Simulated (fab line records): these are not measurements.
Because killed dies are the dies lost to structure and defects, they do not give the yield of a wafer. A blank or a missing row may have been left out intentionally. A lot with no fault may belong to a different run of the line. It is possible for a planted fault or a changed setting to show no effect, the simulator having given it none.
fab line records / flow sky130
record: lots: 6 wafers: 18 last_day: 50
route steps=708 shown RES_PROTECT@214 POLY_GATE@217 PAD_OPEN@708
lots that met no fault: taken from a fault-free run of the same line
start_h: hours from the record's first day to the start of the lot's first wafer shown / wait_h: time in hours since the lot's previous step / " as in the row above / L1.1+2: several wafers, shown together as one row / - value missing, or start not given / * or withheld: withheld / < > ~ a bound
route shown NAME@n: a module of which the file shows steps, and the number in the route of the first / usual: mean and standard deviation over wafers with no fault / same: alike in all rows / chamber/n: place in a boat / sites: each site's reading / _std_site: standard deviation across them / _edge_site: the outer-site mean with the inner-site mean subtracted / radius_mm: for every site, how far away it sits from the centre of the wafer / mask NAME#n: copy n / behind: tool/chamber where the wafer was last shaped / hold: cause of the lot's hold/its duration in hours/its outcome / device: whichever transistor did not switch (one of n, p or np) / end of line: tests of these same wafers at the route's end / step lacking rows: just its recipe / killed: not the wafer's yield, but the dies lost to structure and defects at the first sort / map: a wafer's dies, x killed, . not, _ none there
set.NAME: the run value of the setting; set.NAME@STEP: its run value at that earlier step / model.NAME: the simulator's own value behind a step, which no gauge read
lots at selected steps of the route; one table per step, one row per wafer
services: from which hour (start_h, from the record's first day; less than 0 if before it) a tool's chamber was out of use, for how many hours, and why
== steps ==
step: SKY_RES_PROTECT_STRIP_07
recipe: chemistry: O2/N2 power_w: 1400 pressure_mtorr: 1500 platen_temp_c: withheld o2_flow_sccm: 3000 n2_flow_sccm: 300 overash_fraction: 0.5
usual: drypump_motor_current_A: 5.7/0.36 oes_product_au: 0.518/0.0045 strip_time_to_endpoint_s: 23.28/0.039
lot.wafer=L953.1 tool=plasma_asher-04 chamber=1 start_h=346.23 wait_h=0.1 drypump_motor_current_A=6.1 oes_product_au=0.516 rf_hours_counter_h=63 strip_time_to_endpoint_s=23.34
lot.wafer=L953.4 tool=plasma_asher-04 chamber=0 start_h=346.23 wait_h=0.1 drypump_motor_current_A=6.1 oes_product_au=0.519 rf_hours_counter_h=- strip_time_to_endpoint_s=23.31
lot.wafer=L953.5 tool=plasma_asher-04 chamber=1 start_h=346.23 wait_h=0.1 drypump_motor_current_A=6.1 oes_product_au=0.512 rf_hours_counter_h=- strip_time_to_endpoint_s=23.33
lot.wafer=L959.2 tool=plasma_asher-04 chamber=1 start_h=402.41 wait_h=0.1 drypump_motor_current_A=6.0 oes_product_au=0.515 rf_hours_counter_h=69 strip_time_to_endpoint_s=23.26
lot.wafer=L959.5 tool=plasma_asher-04 chamber=1 start_h=402.41 wait_h=0.1 drypump_motor_current_A=6.0 oes_product_au=0.519 rf_hours_counter_h=- strip_time_to_endpoint_s=23.28
lot.wafer=L959.6 tool=plasma_asher-04 chamber=0 start_h=402.41 wait_h=0.1 drypump_motor_current_A=6.0 oes_product_au=0.518 rf_hours_counter_h=- strip_time_to_endpoint_s=23.27
lot.wafer=L966.2 tool=plasma_asher-02 chamber=0 start_h=471.23 wait_h=0.1 drypump_motor_current_A=5.8 oes_product_au=0.519 rf_hours_counter_h=64 strip_time_to_endpoint_s=23.28
lot.wafer=L966.4 tool=plasma_asher-02 chamber=0 start_h=471.23 wait_h=0.1 drypump_motor_current_A=5.9 oes_product_au=0.522 rf_hours_counter_h=- strip_time_to_endpoint_s=23.28
lot.wafer=L966.5 tool=plasma_asher-02 chamber=0 start_h=471.23 wait_h=0.1 drypump_motor_current_A=5.9 oes_product_au=0.518 rf_hours_counter_h=- strip_time_to_endpoint_s=23.27
lot.wafer=L967.1 tool=plasma_asher-04 chamber=1 start_h=477.32 wait_h=0.1 drypump_motor_current_A=6.1 oes_product_au=0.519 rf_hours_counter_h=75 strip_time_to_endpoint_s=23.26
lot.wafer=L967.4 tool=plasma_asher-04 chamber=1 start_h=477.32 wait_h=0.1 drypump_motor_current_A=6.1 oes_product_au=0.514 rf_hours_counter_h=- strip_time_to_endpoint_s=23.27
lot.wafer=L967.6 tool=plasma_asher-04 chamber=0 start_h=477.32 wait_h=0.1 drypump_motor_current_A=6.1 oes_product_au=0.519 rf_hours_counter_h=- strip_time_to_endpoint_s=23.26
lot.wafer=L973.3 tool=plasma_asher-01 chamber=1 start_h=530.91 wait_h=0.1 drypump_motor_current_A=5.2 oes_product_au=0.521 rf_hours_counter_h=- strip_time_to_endpoint_s=23.24
lot.wafer=L973.4 tool=plasma_asher-01 chamber=0 start_h=530.91 wait_h=0.1 drypump_motor_current_A=5.2 oes_product_au=0.514 rf_hours_counter_h=- strip_time_to_endpoint_s=23.26
lot.wafer=L973.5 tool=plasma_asher-01 chamber=0 start_h=530.91 wait_h=0.1 drypump_motor_current_A=5.2 oes_product_au=0.518 rf_hours_counter_h=- strip_time_to_endpoint_s=23.21
lot.wafer=L974.2 tool=plasma_asher-04 chamber=1 start_h=547.28 wait_h=0.1 drypump_motor_current_A=6.0 oes_product_au=0.515 rf_hours_counter_h=79 strip_time_to_endpoint_s=23.24
lot.wafer=L974.4 tool=plasma_asher-04 chamber=0 start_h=547.28 wait_h=0.1 drypump_motor_current_A=6.0 oes_product_au=0.518 rf_hours_counter_h=- strip_time_to_endpoint_s=23.26
lot.wafer=L974.6 tool=plasma_asher-04 chamber=0 start_h=547.28 wait_h=0.1 drypump_motor_current_A=6.0 oes_product_au=0.525 rf_hours_counter_h=- strip_time_to_endpoint_s=23.30
step: SKY_RES_PROTECT_TW_MEAS_08
usual: POLY_GATE_TW: 4064/25
lot.wafer=L953.1 tool=film_metro-01 chamber=- start_h=346.33 wait_h=0.1 POLY_GATE_TW=4119
lot.wafer=L953.4 tool=film_metro-01 chamber=- start_h=346.33 wait_h=0.1 POLY_GATE_TW=4073
lot.wafer=L953.5 tool=film_metro-01 chamber=- start_h=346.33 wait_h=0.1 POLY_GATE_TW=4088
lot.wafer=L959.2 tool=film_metro-02 chamber=- start_h=402.52 wait_h=0.1 POLY_GATE_TW=3974
lot.wafer=L959.5 tool=film_metro-02 chamber=- start_h=402.52 wait_h=0.1 POLY_GATE_TW=4006
lot.wafer=L959.6 tool=film_metro-02 chamber=- start_h=402.52 wait_h=0.1 POLY_GATE_TW=4003
lot.wafer=L966.2 tool=film_metro-01 chamber=- start_h=471.34 wait_h=0.1 POLY_GATE_TW=4082
lot.wafer=L966.4 tool=film_metro-01 chamber=- start_h=471.34 wait_h=0.1 POLY_GATE_TW=4088
lot.wafer=L966.5 tool=film_metro-01 chamber=- start_h=471.34 wait_h=0.1 POLY_GATE_TW=4056
lot.wafer=L967.1 tool=film_metro-01 chamber=- start_h=477.42 wait_h=0.1 POLY_GATE_TW=4085
lot.wafer=L967.4 tool=film_metro-01 chamber=- start_h=477.42 wait_h=0.1 POLY_GATE_TW=4102
lot.wafer=L967.6 tool=film_metro-01 chamber=- start_h=477.42 wait_h=0.1 POLY_GATE_TW=4083
lot.wafer=L973.3 tool=film_metro-04 chamber=- start_h=531.00 wait_h=0.1 POLY_GATE_TW=4045
lot.wafer=L973.4 tool=film_metro-04 chamber=- start_h=531.00 wait_h=0.1 POLY_GATE_TW=4073
lot.wafer=L973.5 tool=film_metro-04 chamber=- start_h=531.00 wait_h=0.1 POLY_GATE_TW=4053
lot.wafer=L974.2 tool=film_metro-01 chamber=- start_h=547.39 wait_h=0.1 POLY_GATE_TW=4096
lot.wafer=L974.4 tool=film_metro-01 chamber=- start_h=547.39 wait_h=0.1 POLY_GATE_TW=4074
lot.wafer=L974.6 tool=film_metro-01 chamber=- start_h=547.39 wait_h=0.1 POLY_GATE_TW=4084
step: SKY_RES_PROTECT_CLEAN_09
recipe: chemistry: SC1/SC2 mix: 1:4:20 temp_c: 70 time_s: 150 dry: n2_spin
step: SKY_POLY_GATE_CVD_03
recipe: material: Si3N4 precursor: DCS/NH3 target_thk_nm: 75 temp_c: 770 time_s: 1290 pressure_mtorr: 250
step: SKY_POLY_GATE_THK_MEAS_04
recipe: reads: Si3N4_of_POLY_GATE_CVD_03
usual: POLY_GATE_CVD_03_THK: 75.3/0.64
lot.wafer=L953.1 tool=film_metro-04 chamber=- start_h=347.80 wait_h=0.0 POLY_GATE_CVD_03_THK[nm]=75.3
lot.wafer=L953.4 tool=film_metro-04 chamber=- start_h=347.80 wait_h=0.0 POLY_GATE_CVD_03_THK[nm]=75.0
lot.wafer=L953.5 tool=film_metro-04 chamber=- start_h=347.80 wait_h=0.0 POLY_GATE_CVD_03_THK[nm]=74.9
lot.wafer=L959.2 tool=film_metro-03 chamber=- start_h=408.42 wait_h=0.0 POLY_GATE_CVD_03_THK[nm]=75.9
lot.wafer=L959.5 tool=film_metro-03 chamber=- start_h=408.42 wait_h=0.0 POLY_GATE_CVD_03_THK[nm]=76.0
lot.wafer=L959.6 tool=film_metro-03 chamber=- start_h=408.42 wait_h=0.0 POLY_GATE_CVD_03_THK[nm]=76.4
lot.wafer=L966.2 tool=film_metro-01 chamber=- start_h=472.81 wait_h=0.0 POLY_GATE_CVD_03_THK[nm]=74.7
lot.wafer=L966.4 tool=film_metro-01 chamber=- start_h=472.81 wait_h=0.0 POLY_GATE_CVD_03_THK[nm]=74.8
lot.wafer=L966.5 tool=film_metro-01 chamber=- start_h=472.81 wait_h=0.0 POLY_GATE_CVD_03_THK[nm]=74.8
lot.wafer=L967.1 tool=film_metro-01 chamber=- start_h=478.89 wait_h=0.0 POLY_GATE_CVD_03_THK[nm]=76.4
lot.wafer=L967.4 tool=film_metro-01 chamber=- start_h=478.89 wait_h=0.0 POLY_GATE_CVD_03_THK[nm]=76.7
lot.wafer=L967.6 tool=film_metro-01 chamber=- start_h=478.89 wait_h=0.0 POLY_GATE_CVD_03_THK[nm]=76.1
lot.wafer=L973.3 tool=film_metro-01 chamber=- start_h=534.19 wait_h=0.0 POLY_GATE_CVD_03_THK[nm]=75.3
lot.wafer=L973.4 tool=film_metro-01 chamber=- start_h=534.19 wait_h=0.0 POLY_GATE_CVD_03_THK[nm]=75.3
lot.wafer=L973.5 tool=film_metro-01 chamber=- start_h=534.19 wait_h=0.0 POLY_GATE_CVD_03_THK[nm]=75.3
lot.wafer=L974.2 tool=film_metro-03 chamber=- start_h=549.58 wait_h=0.0 POLY_GATE_CVD_03_THK[nm]=75.1
lot.wafer=L974.4 tool=film_metro-03 chamber=- start_h=549.58 wait_h=0.0 POLY_GATE_CVD_03_THK[nm]=75.4
lot.wafer=L974.6 tool=film_metro-03 chamber=- start_h=549.58 wait_h=0.0 POLY_GATE_CVD_03_THK[nm]=75.2
step: SKY_POLY_GATE_DEHYDRATE_05
recipe: temp_c: 200 time_s: 60
step: SKY_POLY_GATE_HMDS_06
recipe: prime_time_s: 60 prime_temp_c: 120
step: SKY_POLY_GATE_COAT_07
recipe: resist: BARC temp_c: withheld time_s: withheld spin_rpm: 3000 resist_thk_nm: 110
step: SKY_POLY_GATE_COAT_08
recipe: resist: KrF-thick spin_rpm: 3000 resist_thk_nm: 450
step: SKY_POLY_GATE_SOFTBAKE_09
recipe: temp_c: 100.8 time_s: 90 resist: KrF-thick
step: SKY_POLY_GATE_EXPOSE_10
recipe: mask_id: P1M na: 0.68 source_shape: conventional sigma_outer: 0.6 target_cd_nm: 150 dose_mj: 28
step: SKY_POLY_GATE_PEB_11
recipe: peb_temp_c: withheld peb_time_s: withheld resist: KrF-thick
step: SKY_POLY_GATE_DEVELOP_12
recipe: develop_time_s: 60 resist: KrF-thick dev_temp_c: 21
usual: developer_temp_C: 20.99/0.12
lot.wafer=L953.1 tool=litho_track-03 chamber=0 start_h=375 wait_h=- developer_temp_C=21.09
lot.wafer=L953.4 tool=litho_track-03 chamber=0 start_h=375 wait_h=- developer_temp_C=21.07
lot.wafer=L953.5 tool=litho_track-03 chamber=0 start_h=376 wait_h=- developer_temp_C=21.08
lot.wafer=L959.2 tool=litho_track-01 chamber=0 start_h=438 wait_h=- developer_temp_C=21.07
lot.wafer=L959.5 tool=litho_track-01 chamber=0 start_h=438 wait_h=- developer_temp_C=21.07
lot.wafer=L959.6 tool=litho_track-01 chamber=0 start_h=438 wait_h=- developer_temp_C=20.95
lot.wafer=L966.2 tool=litho_track-01 chamber=0 start_h=502 wait_h=- developer_temp_C=21.58
lot.wafer=L966.4 tool=litho_track-01 chamber=0 start_h=502 wait_h=- developer_temp_C=21.51
lot.wafer=L966.5 tool=litho_track-01 chamber=0 start_h=503 wait_h=- developer_temp_C=21.59
lot.wafer=L967.1 tool=litho_track-01 chamber=0 start_h=508 wait_h=- developer_temp_C=21.69
lot.wafer=L967.4 tool=litho_track-01 chamber=0 start_h=508 wait_h=- developer_temp_C=21.69
lot.wafer=L967.6 tool=litho_track-01 chamber=0 start_h=508 wait_h=- developer_temp_C=21.56
lot.wafer=L973.3 tool=litho_track-01 chamber=0 start_h=563 wait_h=- developer_temp_C=20.84
lot.wafer=L973.4 tool=litho_track-01 chamber=0 start_h=563 wait_h=- developer_temp_C=20.84
lot.wafer=L973.5 tool=litho_track-01 chamber=0 start_h=563 wait_h=- developer_temp_C=21.00
lot.wafer=L974.2 tool=litho_track-01 chamber=0 start_h=579 wait_h=- developer_temp_C=20.96
lot.wafer=L974.4 tool=litho_track-01 chamber=0 start_h=579 wait_h=- developer_temp_C=21.12
lot.wafer=L974.6 tool=litho_track-01 chamber=0 start_h=579 wait_h=- developer_temp_C=21.01
step: SKY_POLY_GATE_CD_MEAS_13
recipe: target_cd_nm: 150
usual: cd_nm: 149.7/1.3
lot.wafer=L953.1 tool=cd_sem-01 chamber=- start_h=376.06 wait_h=- cd_nm=147.9
lot.wafer=L953.4 tool=cd_sem-01 chamber=- start_h=376.06 wait_h=- cd_nm=149.0
lot.wafer=L953.5 tool=cd_sem-01 chamber=- start_h=376.06 wait_h=- cd_nm=148.5
lot.wafer=L959.2 tool=cd_sem-01 chamber=- start_h=438.89 wait_h=- cd_nm=146.4
lot.wafer=L959.5 tool=cd_sem-01 chamber=- start_h=438.89 wait_h=- cd_nm=149.3
lot.wafer=L959.6 tool=cd_sem-01 chamber=- start_h=438.89 wait_h=- cd_nm=146.9
lot.wafer=L966.2 tool=cd_sem-02 chamber=- start_h=503.09 wait_h=- cd_nm=149.6
lot.wafer=L966.4 tool=cd_sem-02 chamber=- start_h=503.09 wait_h=- cd_nm=149.4
lot.wafer=L966.5 tool=cd_sem-02 chamber=- start_h=503.09 wait_h=- cd_nm=150.6
lot.wafer=L967.1 tool=cd_sem-02 chamber=- start_h=508.97 wait_h=- cd_nm=146.5
lot.wafer=L967.4 tool=cd_sem-02 chamber=- start_h=508.97 wait_h=- cd_nm=148.4
lot.wafer=L967.6 tool=cd_sem-02 chamber=- start_h=508.97 wait_h=- cd_nm=146.4
lot.wafer=L973.3 tool=cd_sem-02 chamber=- start_h=563.16 wait_h=- cd_nm=151.6
lot.wafer=L973.4 tool=cd_sem-02 chamber=- start_h=563.16 wait_h=- cd_nm=152.0
lot.wafer=L973.5 tool=cd_sem-02 chamber=- start_h=563.16 wait_h=- cd_nm=151.2
lot.wafer=L974.2 tool=cd_sem-01 chamber=- start_h=579.34 wait_h=- cd_nm=151.3
lot.wafer=L974.4 tool=cd_sem-01 chamber=- start_h=579.34 wait_h=- cd_nm=151.5
lot.wafer=L974.6 tool=cd_sem-01 chamber=- start_h=579.34 wait_h=- cd_nm=150.7
step: SKY_PAD_OPEN_PROBE_99
usual: killed_at_M0_to_M3: 42/6.9 killed_at_M4_up: 3.2/1.7 killed_at_contacts: 25/5.1 killed_at_front_end: 15/4.5 killed_at_other: 0.4/0.63 killed_dies: 86/9.3 killed_open: 46/7 killed_short: 39/6.9
same: gross_dies: 492 killed_at_back_side: 0
lot.wafer=L953.1 tool=prober-02 chamber=- start_h=1079.68 wait_h=0.1 killed_at_M0_to_M3=50 killed_at_M4_up=6 killed_at_contacts=24 killed_at_front_end=9 killed_at_other=0 killed_dies=89 killed_open=56 killed_short=33
lot.wafer=L953.4 tool=prober-02 chamber=- start_h=1079.83 wait_h=0.2 killed_at_M0_to_M3=38 killed_at_M4_up=2 killed_at_contacts=24 killed_at_front_end=5 killed_at_other=2 killed_dies=71 killed_open=36 killed_short=34
lot.wafer=L953.5 tool=prober-02 chamber=- start_h=1079.88 wait_h=0.2 killed_at_M0_to_M3=45 killed_at_M4_up=3 killed_at_contacts=25 killed_at_front_end=10 killed_at_other=0 killed_dies=83 killed_open=49 killed_short=33
lot.wafer=L959.2 tool=prober-02 chamber=- start_h=1124.95 wait_h=0.1 killed_at_M0_to_M3=54 killed_at_M4_up=3 killed_at_contacts=32 killed_at_front_end=8 killed_at_other=0 killed_dies=97 killed_open=44 killed_short=53
lot.wafer=L959.5 tool=prober-02 chamber=- start_h=1125.10 wait_h=0.2 killed_at_M0_to_M3=55 killed_at_M4_up=2 killed_at_contacts=23 killed_at_front_end=17 killed_at_other=0 killed_dies=97 killed_open=54 killed_short=43
lot.wafer=L959.6 tool=prober-02 chamber=- start_h=1125.15 wait_h=0.2 killed_at_M0_to_M3=48 killed_at_M4_up=2 killed_at_contacts=21 killed_at_front_end=13 killed_at_other=0 killed_dies=84 killed_open=37 killed_short=46
lot.wafer=L966.4 tool=prober-02 chamber=- start_h=1164.54 wait_h=0.2 killed_at_M0_to_M3=39 killed_at_M4_up=4 killed_at_contacts=16 killed_at_front_end=13 killed_at_other=0 killed_dies=72 killed_open=44 killed_short=28
lot.wafer=L966.5 tool=prober-02 chamber=- start_h=1164.59 wait_h=0.2 killed_at_M0_to_M3=48 killed_at_M4_up=1 killed_at_contacts=26 killed_at_front_end=7 killed_at_other=0 killed_dies=82 killed_open=38 killed_short=43
killed by level:class
L953.1 VIA1:geometric_particle:open=14 CONTACT:geometric_particle:open=9 VIA2:geometric_particle:open=8 LI_CONTACT:geometric_particle:open=7 CONTACT:geometric_particle:short=6 METAL2:geometric_particle:short=6 VIA3:geometric_particle:short=6 VIA3:geometric_particle:open=6
L953.4 LI_CONTACT:geometric_particle:open=9 VIA2:geometric_particle:open=8 VIA1:geometric_particle:short=7 CONTACT:geometric_particle:open=5 VIA1:geometric_particle:open=5 VIA3:geometric_particle:open=5 CONTACT:geometric_particle:short=4 LI_CONTACT:geometric_particle:short=3
L953.5 VIA1:geometric_particle:open=12 LI_CONTACT:geometric_particle:open=11 VIA3:geometric_particle:open=10 VIA2:geometric_particle:open=8 CONTACT:geometric_particle:short=6 METAL2:geometric_particle:short=4 POLY_GATE:geometric_particle:short=3 LI_CONTACT:geometric_particle:short=3
L959.2 CONTACT:geometric_particle:short=11 CONTACT:geometric_particle:open=9 VIA1:geometric_particle:open=9 METAL1:geometric_particle:short=8 VIA3:geometric_particle:open=7 LI_CONTACT:geometric_particle:open=6 VIA1:geometric_particle:short=6 METAL2:geometric_particle:short=6
L959.5 VIA1:geometric_particle:open=11 CONTACT:geometric_particle:open=10 METAL2:geometric_particle:short=10 VIA3:geometric_particle:open=9 LI_CONTACT:geometric_particle:open=6 VIA1:geometric_particle:short=6 VIA2:geometric_particle:open=6 FIELD_ISO:geometric_particle:short=5
L959.6 VIA1:geometric_particle:open=9 METAL2:geometric_particle:short=8 VIA1:geometric_particle:short=7 LI_CONTACT:geometric_particle:open=6 CONTACT:geometric_particle:open=6 METAL1:geometric_particle:short=5 VIA2:geometric_particle:open=5 CONTACT:geometric_particle:short=4
L966.4 VIA1:geometric_particle:open=9 VIA3:geometric_particle:open=9 CONTACT:geometric_particle:open=8 VIA1:geometric_particle:short=7 METAL1:geometric_particle:short=4 VIA2:geometric_particle:open=4 METAL2:geometric_particle:short=4 FIELD_ISO:geometric_particle:open=3
L966.5 CONTACT:geometric_particle:open=9 VIA1:geometric_particle:open=8 VIA1:geometric_particle:short=8 CONTACT:geometric_particle:short=7 METAL2:geometric_particle:short=7 METAL1:geometric_particle:short=5 VIA3:geometric_particle:short=5 LI_CONTACT:geometric_particle:open=4
== services ==
tool=plasma_asher-01 chamber=- start_h=335.35 hours=4.2 kind=repair
tool=plasma_asher-04 chamber=- start_h=338.96 hours=2.3 kind=repair
tool=plasma_asher-02 chamber=- start_h=350.37 hours=8.3 kind=repair
tool=plasma_asher-02 chamber=- start_h=362.59 hours=6.9 kind=pm
tool=plasma_asher-01 chamber=- start_h=421.25 hours=9.0 kind=pm
tool=plasma_asher-01 chamber=0 start_h=421.25 hours=9.0 kind=vent_cycle
tool=plasma_asher-01 chamber=1 start_h=421.25 hours=9.0 kind=vent_cycle
tool=plasma_asher-01 chamber=0 start_h=430.25 hours=- kind=clean
tool=plasma_asher-01 chamber=1 start_h=430.25 hours=- kind=clean
tool=plasma_asher-04 chamber=- start_h=436.79 hours=7.9 kind=repair
tool=plasma_asher-04 chamber=- start_h=478.81 hours=6.4 kind=repair
tool=plasma_asher-04 chamber=- start_h=493.44 hours=28.1 kind=pm
tool=plasma_asher-01 chamber=- start_h=565.73 hours=2.4 kind=repair
== key ==
first_sign: step: SKY_POLY_GATE_DEVELOP_12 reading: developer_temp_C direction: up sigmas: 5.2 usual: * struck: *
effect none on later readings
met_at SKY_POLY_GATE_DEVELOP_12
struck_wafers L966.2,L966.4,L966.5,L967.1,L967.4,L967.6
tester_left_out L966,L967
onset_between 438 502
fault: kind: process_parameter_drift tool: litho_track-01 chamber: - onset_h: 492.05 steps: SKY_POLY_GATE_DEVELOP_12 channel: dev_temp_c offset: * shape: step end_h: 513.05 acts_in: * stated: *
tester_left_out: of these lots the tester's yield and bins aren't shown, on N5 and GAA mostly nor the transistor test; their killed dies are dies lost to structure and defects alone, not to doping, threshold or leakage, so they don't give the yield
